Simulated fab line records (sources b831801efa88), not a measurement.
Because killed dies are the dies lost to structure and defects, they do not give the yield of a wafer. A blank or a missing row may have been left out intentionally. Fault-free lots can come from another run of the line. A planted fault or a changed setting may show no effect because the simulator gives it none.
A struck lot beside a sound one	flow sky130	19 steps out of a route of 708
Sound: wafers L721.2, L721.3, L721.4. Struck: wafer L738.2 (left out: L738.6, a lot-mate that was not struck); the cause follows at the end.
Per side, at each step with rows, come the tool, then ch with its chambers, and then its first start. Under that, the readings that differ: sound wafers	struck wafers	difference of the means	sigmas: that difference in standard deviations of wafers without a fault.
alike: a reading whose means differ by less than 2 such deviations, as well as words and numbers matching on both sides. not compared: withheld readings; readings where some wafer has no value; bounds like >300 that might hide an equal value; numbers whose values overlap and for which the record gives no deviation.
The two part at a step that has a row with sigmas, a row that says differs or no value, or rows on one side only. Numbers that have no deviation but don't overlap get no sigmas and don't part them. A reading missing from all wafers of one side parts the sides only when that side holds two or more wafers.

first, 1 step without rows for these wafers: SKY_POLY_CUT_DEVELOP_07 (develop time 60 s).
SKY_POLY_CUT_CD_MEAS_08: target cd 270 nm.
  sound: cd-sem-02 at day 24 17:48; struck: cd-sem-02 at day 30 16:01
  alike: cd-nm
SKY_POLY_CUT_OVL_MEAS_09:
  sound: overlay-02 at day 24 17:54; struck: overlay-02 at day 30 16:08
  alike: POLY_CUT_OVL
SKY_POLY_CUT_ETCH_10: etches BARC in N2/H2, stops on SiO2, time 45.9 s, target depth 60 nm.
  sound on rie-diel-04 ch 0,2,3, day 24 17:56; struck on rie-diel-04 ch 0, day 30 16:10
reading	sound	struck	difference	sigmas
rf-hours-counter-h (h)	4 7 5	9	+4	
  alike: drypump-motor-current-A, oes-product-au, rf-fwd-power-W, throttle-valve-pct
SKY_POLY_CUT_ETCH_11: etches Si3N4 in CF4/CH2F2/Ar, stops on poly-Si, time 42.5 s, target depth 60 nm.
  sound on rie-diel-04 ch 0,2,3, day 24 17:59; struck on rie-diel-04 ch 0, day 30 16:12
reading	sound	struck	difference	sigmas
rf-hours-counter-h (h)	4 7 5	9	+4	
  alike: drypump-motor-current-A, oes-product-au, rf-fwd-power-W, throttle-valve-pct
SKY_POLY_CUT_STRIP_12: strips in O2/N2.
  sound on plasma-asher-03 ch 0,1, day 24 18:01; struck on plasma-asher-03 ch 1, day 30 16:14
  alike: drypump-motor-current-A, oes-product-au, strip-time-to-endpoint-s
  not compared: rf-hours-counter-h
then, 6 steps without rows for these wafers: SKY_SD_P_DEHYDRATE_00 (time 60 s); SKY_SD_P_HMDS_01 (prime time 60 s); SKY_SD_P_COAT_02 (resist thk 1140 nm); SKY_SD_P_SOFTBAKE_03 (time 60 s); SKY_SD_P_EXPOSE_04 (exposes mask PSDM, target cd 380 nm); SKY_SD_P_PEB_05.
SKY_SD_P_DEVELOP_06: develop time 60 s.
  sound on litho-track-03 ch 0, day 25 22:36; struck on litho-track-02 ch 0, day 31 18:49
  alike: exhaust-pa, resist-line-temp-C
SKY_SD_P_OVL_MEAS_08:
  sound: overlay-02 at day 25 22:51; struck: overlay-02 at day 31 19:04
  alike: SD_P_OVL
after that, 1 step had no rows for these wafers: SKY_SD_P_IMPLANT_09.
SKY_SD_P_STRIP_10: strips in O2/N2.
  sound on plasma-asher-04 ch 0,1, day 25 23:11; struck on plasma-asher-01 ch 1, day 31 19:15
reading	sound	struck	difference	sigmas
oes-product-au (a.u.)	0.613 0.617 0.619	0.624	+0.008	+2
  alike: drypump-motor-current-A, strip-time-to-endpoint-s
  not compared: rf-hours-counter-h
SKY_SD_P_TW_MEAS_11:
  sound: film-metro-04 at day 25 23:21; struck: film-metro-01 at day 31 19:22
reading	sound	struck	difference	sigmas
SD_P_TW	2837 2824 2841	29	-2805	-99 or more
then, 1 step without rows for these wafers: SKY_RES_XHIGH_DEHYDRATE_00 (time 60 s).
-- a jump in the record: the struck wafers' starts before and after are 18 days apart (it breaks off in module RES_XHIGH and resumes in module PAD_OPEN, where the first step shown is number 708 of the route) --
SKY_PAD_OPEN_PROBE_99:
  sound: prober-02 at day 46 06:57; struck: prober-02 at day 50 03:46
reading	sound	struck	difference	sigmas
killed-at-front-end	20 10 14	426	+411	+89
killed-dies	78 78 97	492	+408	+41
killed-on-rim	17 16 22	96	+78	+22
  alike: killed_at_M0_to_M3, killed_at_M4_up, killed-at-contacts, killed-at-other, killed-open, killed-short

WHERE THEY PART
First at SKY_SD_P_STRIP_10; last, within this record, at SKY_PAD_OPEN_PROBE_99.

WHY: whatever the simulator had introduced
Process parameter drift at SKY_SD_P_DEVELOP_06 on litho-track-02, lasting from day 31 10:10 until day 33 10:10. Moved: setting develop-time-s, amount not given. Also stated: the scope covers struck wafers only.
